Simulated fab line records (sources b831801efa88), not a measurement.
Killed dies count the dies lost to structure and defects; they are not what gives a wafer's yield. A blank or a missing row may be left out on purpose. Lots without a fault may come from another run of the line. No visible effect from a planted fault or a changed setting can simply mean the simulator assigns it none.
Which tool is to blame? + flow gf180mcu + 11 lots with 33 wafers sampled at 4 steps, on a route of 602 steps

WHAT THE GAUGES SHOWED, per wafer
GF_PSD_TW_MEAS_11.
| lot  | measured     | on            | PSD_TW         |
|------|--------------|---------------|----------------|
| L931 | day 14 04:16 | film metro-04 | 3154 3147 3146 |
| L933 | day 14 23:27 | film metro-03 | 3245 3274 3262 |
| L936 | day 16 00:06 | film metro-04 | 3167 3173 3166 |
| L938 | day 16 15:29 | film metro-04 | 3067 3069 3072 |
| L939 | day 17 04:34 | film metro-04 | 3060 3069 3061 |
| L948 | day 20 11:59 | film metro-03 | 3245 3258 3270 |
| L949 | day 20 14:36 | film metro-03 | 3246 3257 3242 |
| L950 | day 20 20:53 | film metro-04 | 3197 3184 3181 |
| L951 | day 21 07:57 | film metro-03 | 3251 3229 3264 |
| L952 | day 21 13:56 | film metro-03 | 3261 3248 3254 |
| L953 | day 22 07:29 | film metro-04 | 3146 3145 3143 |

GF_PSD_RS_MEAS_15: measurement is done with a four-point probe.
| lot  | measured     | on            | PSD_RS (ohm/sq)   |
|------|--------------|---------------|-------------------|
| L931 | day 14 04:37 | film metro-03 | 108.1 108.5 108.4 |
| L933 | day 14 23:47 | film metro-04 | 109.1 108.9 108.8 |
| L936 | day 16 00:26 | film metro-01 | 108.7 108.9 108.7 |
| L938 | day 16 15:52 | film metro-03 | 115.8 115.2 115.4 |
| L939 | day 17 04:54 | film metro-01 | 115.1 114.7 114.9 |
| L948 | day 20 12:18 | film metro-01 | 108.3 108.1 108.1 |
| L949 | day 20 14:56 | film metro-04 | 108.5 108.9 108.7 |
| L950 | day 20 21:13 | film metro-03 | 108.8 108.8 109.2 |
| L951 | day 21 08:16 | film metro-01 | 108.3 108.5 108.5 |
| L952 | day 21 14:14 | film metro-04 | 109.0 108.8 108.6 |
| L953 | day 22 07:48 | film metro-01 | 108.1 108.7 108.7 |

WHAT TOOL EACH LOT RAN ON (gives the tool, then ch and the chambers of the sampled wafers, and finally the start)
| lot  | GF_PSD_IMPLANT_09               | GF_PSD_STRIP_10                      |
|------|---------------------------------|--------------------------------------|
| L931 | implanter-03 ch 0, day 14 04:02 | plasma asher-04 ch 0,1, day 14 04:11 |
| L933 | implanter-02 ch 0, day 14 23:14 | plasma asher-03 ch 0,1, day 14 23:22 |
| L936 | implanter-02 ch 0, day 15 23:52 | plasma asher-04 ch 0,1, day 15 23:59 |
| L938 | implanter-02 ch 0, day 16 15:16 | plasma asher-03 ch 0,1, day 16 15:23 |
| L939 | implanter-02 ch 0, day 17 04:20 | plasma asher-04 ch 0,1, day 17 04:29 |
| L948 | implanter-02 ch 0, day 20 11:44 | plasma asher-04 ch 0,1, day 20 11:53 |
| L949 | implanter-02 ch 0, day 20 14:22 | plasma asher-04 ch 0,1, day 20 14:29 |
| L950 | implanter-02 ch 0, day 20 20:36 | plasma asher-01 ch 1, day 20 20:46   |
| L951 | implanter-04 ch 0, day 21 07:43 | plasma asher-03 ch 0,1, day 21 07:50 |
| L952 | implanter-02 ch 0, day 21 13:41 | plasma asher-03 ch 0,1, day 21 13:50 |
| L953 | implanter-04 ch 0, day 22 07:14 | plasma asher-01 ch 0,1, day 22 07:23 |
- GF_PSD_IMPLANT_09
- GF_PSD_STRIP_10: strips in O2/N2.

WHAT THE TOOLS THEMSELVES READ (means of the sampled wafers that have a number; where no wafer has one, the mark that the record gives instead)
GF_PSD_IMPLANT_09.
| lot  | tool         | beam energy keV |
|------|--------------|-----------------|
| L931 | implanter-03 | 40.013          |
| L933 | implanter-02 | 39.998          |
| L936 | implanter-02 | 40.004          |
| L938 | implanter-02 | 35.092          |
| L939 | implanter-02 | 35.080          |
| L948 | implanter-02 | 39.971          |
| L949 | implanter-02 | 40.006          |
| L950 | implanter-02 | 40.015          |
| L951 | implanter-04 | 39.979          |
| L952 | implanter-02 | 40.000          |
| L953 | implanter-04 | 39.985          |

GF_PSD_STRIP_10.
| lot  | tool            | drypump motor current A (A) | heater power w (W) | oes product au (a.u.) | strip time to endpoint s (s) |
|------|-----------------|-----------------------------|--------------------|-----------------------|------------------------------|
| L931 | plasma asher-04 | 5.6                         | 393                | 0.591                 | 16.55                        |
| L933 | plasma asher-03 | 6.1                         | 340                | 0.588                 | 16.51                        |
| L936 | plasma asher-04 | 5.3                         | 409                | 0.589                 | 16.52                        |
| L938 | plasma asher-03 | 6.1                         | 334                | 0.605                 | 16.06                        |
| L939 | plasma asher-04 | 5.6                         | 397                | 0.600                 | 16.01                        |
| L948 | plasma asher-04 | 5.5                         | 396                | 0.592                 | 16.50                        |
| L949 | plasma asher-04 | 5.6                         | 395                | 0.592                 | 16.54                        |
| L950 | plasma asher-01 | 6.0                         | 422                | 0.593                 | 16.49                        |
| L951 | plasma asher-03 | 5.9                         | 319                | 0.589                 | 16.54                        |
| L952 | plasma asher-03 | 6.1                         | 339                | 0.592                 | 16.51                        |
| L953 | plasma asher-01 | 6.1                         | 381                | 0.590                 | 16.51                        |

THE ANSWER, worked out from the rows above alone
Rule: what is usual is taken from the lots themselves. Put in order of their means at a reading, lots are off if they are a third of the lots or fewer, leave a main group of 4 or more, and stand apart from it by a gap of 3 or more times the standard deviation of the main group's means; of several such gaps the widest counts. A main group is skipped when, at the precision printed for the reading in the tables above, its means are all equal. Also off: a lot with no number at a reading for which 4 or more lots have one. Where the step has rows for the other lots, those lots are counted as sound. The gauges are gone through in route order, then the tools' own readings, and for those a lot's mean is taken as printed above. The first step at which some lot is off is used, and at that step the reading that is off furthest; a lot without a number counts as furthest.
Off: at GF_PSD_RS_MEAS_15 (PSD_RS), L938, L939. Mean 108.6 ohm/sq and standard deviation 0.26 in the main group.
A tool fits if, at a process step before that reading, it ran every lot that is off, and no sound lot after the first of them. The gauges at GF_PSD_RS_MEAS_15 aren't tried: what is off there is off at GF_PSD_IMPLANT_09 too, on other tools, and a gauge's error can't cause that. Not one of the candidates tried fits.

WHAT HAD BEEN PUT IN BY THE SIMULATOR
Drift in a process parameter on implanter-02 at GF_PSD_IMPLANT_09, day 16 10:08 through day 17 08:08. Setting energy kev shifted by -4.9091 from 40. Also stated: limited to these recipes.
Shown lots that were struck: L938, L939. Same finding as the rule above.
